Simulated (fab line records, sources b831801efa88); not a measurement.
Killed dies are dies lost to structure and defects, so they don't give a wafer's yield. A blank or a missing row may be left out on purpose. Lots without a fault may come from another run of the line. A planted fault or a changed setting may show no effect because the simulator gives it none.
Which tool did it? | flow sky130 | 11 lots, 33 wafers sampled, at 2 steps of a route of 708

WHAT THE GAUGES READ, wafer by wafer
SKY_SD_N_OVL_MEAS_08.
lot  | measured     | on         | SD_N_OVL (nm)
L199 | day 28 06:35 | overlay-02 | -0.5 -1.7 -0.8
L201 | day 29 01:03 | overlay-02 | 1.1 -2.1 2.9
L202 | day 29 13:26 | overlay-02 | 2.1 2.2 2.1
L203 | day 29 14:26 | overlay-02 | -0.8 0.4 -0.5
L206 | day 30 10:20 | overlay-02 | 1.0 0.6 1.5
L207 | day 30 21:50 | overlay-02 | 0.0 -0.7 2.4
L216 | day 33 23:08 | overlay-02 | -0.1 -0.5 0.3
L218 | day 34 14:49 | overlay-01 | -1.3 -2.7 -1.2
L221 | day 35 11:41 | overlay-01 | -2.7 -0.7 -0.4
L219 | day 35 15:08 | overlay-01 | 0.0 -0.3 0.0
L220 | day 35 15:26 | overlay-01 | -2.1 -1.9 -3.0

WHICH TOOL RAN EACH LOT (tool, then ch and the chambers of the sampled wafers, then the start)
lot  | SKY_POLY_CUT_STRIP_12
L199 | plasma_asher-02 ch 0,1, day 24 14:34
L201 | plasma_asher-04 ch 0,1, day 25 09:31
L202 | plasma_asher-04 ch 0,1, day 25 22:52
L203 | plasma_asher-02 ch 0,1, day 26 00:04
L206 | plasma_asher-03 ch 0,1, day 26 20:43
L207 | plasma_asher-03 ch 0,1, day 27 09:58
L216 | plasma_asher-04 ch 0,1, day 30 13:19
L218 | plasma_asher-02 ch 0,1, day 31 05:40
L221 | plasma_asher-03 ch 0,1, day 32 04:46
L219 | plasma_asher-03 ch 0,1, day 32 06:21
L220 | plasma_asher-03 ch 0,1, day 32 08:34
- SKY_POLY_CUT_STRIP_12: strips in O2/N2.

THE ANSWER, worked out from the rows above alone
Rule: what is usual is taken from the lots themselves. Put in order of their means at a reading, lots are off if they are a third of the lots or fewer, leave a main group of 4 or more, and stand apart from it by a gap of 3 or more times the standard deviation of the main group's means; of several such gaps the widest counts. A main group whose means are all the same, to the digits that the tables above print for the reading, isn't used. A lot without any number at a reading at which 4 lots or more have one is off too. The other lots that the step has rows for count as sound.
No lot is off at any reading shown: from this, nothing can be told.

WHAT THE SIMULATOR HAD PUT IN
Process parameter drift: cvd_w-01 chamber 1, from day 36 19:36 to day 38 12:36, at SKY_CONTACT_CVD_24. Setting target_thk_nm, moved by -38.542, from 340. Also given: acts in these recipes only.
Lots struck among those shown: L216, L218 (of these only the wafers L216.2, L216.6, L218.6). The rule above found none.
